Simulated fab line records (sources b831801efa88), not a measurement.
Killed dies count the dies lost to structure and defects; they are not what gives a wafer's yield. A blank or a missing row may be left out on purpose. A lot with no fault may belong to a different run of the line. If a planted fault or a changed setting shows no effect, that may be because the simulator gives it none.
The tool behind it: which one? | flow gf180mcu | 11 lots, 33 wafers sampled, at 3 steps of a route of 602

## WHAT THE GAUGES SHOWED, per wafer
GF_M4_CD_MEAS_14 targets a cd of 280 nm.
lot  | measured     | on        | cd nm (nm)
L336 | day 23 14:46 | cd sem-01 | 280.0 281.0 280.8
L340 | day 24 20:35 | cd sem-01 | 280.0 280.2 280.0
L343 | day 26 01:53 | cd sem-01 | 279.4 279.1 279.9
L344 | day 26 14:59 | cd sem-01 | 281.0 280.1 280.9
L345 | day 26 15:59 | cd sem-01 | 279.3 280.2 279.5
L347 | day 27 10:10 | cd sem-02 | 278.3 278.9 279.2
L350 | day 28 13:17 | cd sem-01 | 278.4 279.0 278.5
L352 | day 28 17:23 | cd sem-02 | 279.9 278.1 279.1
L354 | day 29 09:38 | cd sem-01 | 252.6 258.1 274.6 252.4 258.6 274.8
L355 | day 29 15:28 | cd sem-01 | 244.9 269.7 236.7 244.5 269.8 236.6
L358 | day 30 15:27 | cd sem-01 | 278.3 279.1 277.9

## WHICH TOOL RAN EACH LOT (tool, then ch and the chambers of the sampled wafers, then the start)
lot  | GF_V3_ETCH_16                      | GF_M4_EXPOSE_11
L336 | rie diel-02 ch 0,1,3, day 22 13:47 | krf scanner-01 ch 0, day 23 03:49
L340 | rie diel-04 ch 0,1,2, day 23 20:55 | krf scanner-01 ch 0, day 24 09:52
L343 | rie diel-02 ch 0,1, day 25 00:35   | krf scanner-02 ch 0, day 25 12:53
L344 | rie diel-03 ch 0,1,2, day 25 21:13 | krf scanner-01 ch 0, day 26 04:35
L345 | rie diel-02 ch 0,1,2, day 25 21:21 | krf scanner-02 ch 0, day 26 05:22
L347 | rie diel-03 ch 1,3, day 26 12:47   | krf scanner-01 ch 0, day 27 00:28
L350 | rie diel-02 ch 2,3, day 27 16:20   | krf scanner-01 ch 0, day 28 02:57
L352 | rie diel-04 ch 0,2, day 27 19:40   | krf scanner-01 ch 0, day 28 07:43
L354 | rie diel-02 ch 0,3, day 28 13:38   | krf scanner-02 ch 0, day 28 23:49
L355 | rie diel-03 ch 1,2,3, day 28 19:28 | krf scanner-02 ch 0, day 29 07:07
L358 | rie diel-03 ch 0,2,3, day 29 19:28 | krf scanner-01 ch 0, day 30 07:20
- GF_V3_ETCH_16: etches BARC in N2/H2.
- GF_M4_EXPOSE_11: exposes mask Metal4, target cd 280 nm.

## THE ANSWER, worked out from the rows above alone
Rule: what is usual is taken from the lots themselves. The widest of any qualifying gaps counts: lots, ordered by their means at a reading, are off when they make up no more than a third of the lots, leave a main group of 4 or more, and stand apart from it by 3 or more times the standard deviation of that group's means. A main group whose means are all the same, to the digits that the tables above print for the reading, isn't used. Also off: a lot with no number at a reading for which 4 or more lots have one. The other lots that the step has rows for count as sound.
Off, at GF_M4_CD_MEAS_14 on cd nm: L354, L355. Mean 279.5 nm and standard deviation 0.78 in the main group.
If a tool, at a process step before that reading, ran all the lots that are off and no sound lot after the first of them, it fits. The gauges at GF_M4_CD_MEAS_14 are tried like those tools. One fits: krf scanner-02 at GF_M4_EXPOSE_11. Its last sound lot is L345 (day 26 05:22), its first lot that is off L354 (day 28 23:49): a fault that began between those two fits.

## WHAT HAD BEEN PUT IN BY THE SIMULATOR
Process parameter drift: krf scanner-02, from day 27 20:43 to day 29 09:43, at GF_M4_EXPOSE_11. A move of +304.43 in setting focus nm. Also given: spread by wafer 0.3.
Lots struck among those shown: L354, L355. The same result came from the rule above.
